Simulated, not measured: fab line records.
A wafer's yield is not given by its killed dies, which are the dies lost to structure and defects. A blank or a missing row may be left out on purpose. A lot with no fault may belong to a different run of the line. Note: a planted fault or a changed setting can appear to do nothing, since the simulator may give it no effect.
Matching of chambers ; flow gf180mcu ; pecvd-02 running GF_V2_CVD_02: 3 sister chambers
The step deposits SiO2 from TEOS, target thk 850 nm, time 94.851 s. 3 wafers are shown with their chamber, then 9 later ones without.

WAFERS, EACH WITH ITS CHAMBER
wafer;chamber;heater_power_outer_w (W)
L571.5;0;394
L573.2;2;448
L573.4;1;398

WAFERS WITHOUT THEIR CHAMBER
wafer;heater_power_outer_w (W)
L582.2;478
L582.5;516
L582.6;320
L584.2;343
L584.3;421
L584.5;383
L587.1;520
L587.2;424
L587.6;389

THE CHAMBER EACH PASSED THROUGH
wafer;from the rows above;in truth
L582.2;can't be placed: 2 or 1 or 0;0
L582.5;can't be placed: 2 or 1 or 0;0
L582.6;can't be placed: 0 or 1 or 2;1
L584.2;can't be placed: 0 or 1 or 2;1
L584.3;can't be placed: 1 or 0 or 2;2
L584.5;can't be placed: 0 or 1 or 2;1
L587.1;can't be placed: 2 or 1 or 0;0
L587.2;can't be placed: 2 or 1 or 0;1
L587.6;can't be placed: 0 or 1 or 2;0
Placed correctly: 0 of 9. Cannot be placed on the basis of these rows: 9; the candidates contain the true chamber in 9. Placed wrongly: 0.
How it was worked out, from the rows above alone: a wafer's distance from a chamber is the root of the sum, over the readings, of the square of ((its reading less the chamber's mean) divided by the reading's scatter). The wafer belongs to the nearest chamber; if the next one is less than 2 further off, it can't be placed. Each chamber's mean is taken over the wafers shown for it. The scatter: root of mean squared gap, hidden wafer to nearest shown wafer, with one shown wafer a chamber.
